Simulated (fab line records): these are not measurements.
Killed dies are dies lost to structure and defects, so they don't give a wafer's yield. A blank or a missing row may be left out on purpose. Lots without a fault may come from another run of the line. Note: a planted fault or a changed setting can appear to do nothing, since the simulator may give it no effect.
Which tool was responsible?	flow gf180mcu	10 lots, 30 wafers sampled, at 4 steps of a route of 602

== WHAT THE GAUGES SHOWED, per wafer ==
GF_MIM_RS_MEAS_10: a four-point-probe measurement.
lot	measured	on	MIM_ALCU_RS (ohm/sq)
L111	day 24 20:19	film-metro-03	0.1584 0.1577 0.1586
L114	day 25 10:21	film-metro-02	0.1634 0.1643 0.1616
L118	day 26 16:28	film-metro-01	0.1595 0.1601 0.1597
L120	day 27 13:10	film-metro-01	0.1610 0.1598 0.1598
L123	day 28 07:38	film-metro-01	0.1603 0.1604 0.1609
L124	day 28 22:21	film-metro-03	0.1958 0.1924 0.1920
L125	day 29 06:17	film-metro-02	0.1914 0.1900 0.1932
L128	day 29 21:38	film-metro-02	0.1567 0.1581 0.1576
L132	day 30 20:24	film-metro-01	0.1575 0.1589 0.1589
L133	day 31 09:50	film-metro-01	0.1604 0.1581 0.1619

== WHAT TOOL EACH LOT RAN ON (gives the tool, then ch and the chambers of the sampled wafers, and finally the start) ==
lot	GF_V4_ETCH_16	GF_V4_STRIP_18	GF_MIM_SPUTTER_08
L111	rie-diel-01 ch 1,3, day 24 18:25	plasma-asher-03 ch 0,1, day 24 18:32	pvd-sputter-03, day 24 20:14
L114	rie-diel-02 ch 0,1, day 25 08:34	plasma-asher-04 ch 0,1, day 25 08:41	pvd-sputter-04, day 25 10:17
L118	rie-diel-01 ch 0,1,3, day 26 14:40	plasma-asher-04 ch 0,1, day 26 14:50	pvd-sputter-02, day 26 16:23
L120	rie-diel-01 ch 0,1,3, day 27 11:22	plasma-asher-01 ch 0,1, day 27 11:29	pvd-sputter-03, day 27 13:07
L123	rie-diel-04 ch 0,1, day 28 05:49	plasma-asher-04 ch 0, day 28 05:56	pvd-sputter-04, day 28 07:34
L124	rie-diel-04 ch 1,3, day 28 20:34	plasma-asher-04 ch 1, day 28 20:41	pvd-sputter-04, day 28 22:17
L125	rie-diel-04 ch 0,2,3, day 29 04:28	plasma-asher-01 ch 0,1, day 29 04:35	pvd-sputter-04, day 29 06:14
L128	rie-diel-04 ch 2,3, day 29 19:28	plasma-asher-01 ch 0,1, day 29 19:35	pvd-sputter-03, day 29 21:35
L132	rie-diel-04 ch 1,2, day 30 18:31	plasma-asher-04 ch 0,1, day 30 18:38	pvd-sputter-02, day 30 20:16
L133	rie-diel-02 ch 1,2,3, day 31 08:04	plasma-asher-01 ch 0,1, day 31 08:11	pvd-sputter-02, day 31 09:47
- GF_V4_ETCH_16: etches BARC in N2/H2.
- GF_V4_STRIP_18: strips in O2/N2.
- GF_MIM_SPUTTER_08: material AlCu, target thk 200 nm, time 10.6 s.

== THE ANSWER, worked out from the rows above alone ==
Rule: the lots themselves supply what counts as usual. Put in order of their means at a reading, lots are off if they are a third of the lots or fewer, leave a main group of 4 or more, and stand apart from it by a gap of 3 or more times the standard deviation of the main group's means; of several such gaps the widest counts. A main group whose means are all the same, to the digits that the tables above print for the reading, isn't used. Also off: a lot with no number at a reading for which 4 or more lots have one. Any other lot the step has rows for is counted as sound.
Off: L124, L125, seen at GF_MIM_RS_MEAS_10 (MIM_ALCU_RS). For the main group the mean is 0.1597 ohm/sq and the standard deviation 0.0016.
A tool fits if, at a process step before that reading, it ran every lot that is off, and no sound lot after the first of them. Gauges at GF_MIM_RS_MEAS_10: tried the same way as those tools. One fits: GF_MIM_SPUTTER_08 on pvd-sputter-04. A fault onset in the window from L123 (day 28 07:34, its last sound lot) to L124 (day 28 22:17, its first lot off) fits.

== WHAT THE SIMULATOR HAD PUT IN ==
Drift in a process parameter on pvd-sputter-04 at GF_MIM_SPUTTER_08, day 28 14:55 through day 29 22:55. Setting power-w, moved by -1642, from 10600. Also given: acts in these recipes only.
Struck lots among those shown: L124, L125. The rule given above showed the same thing.
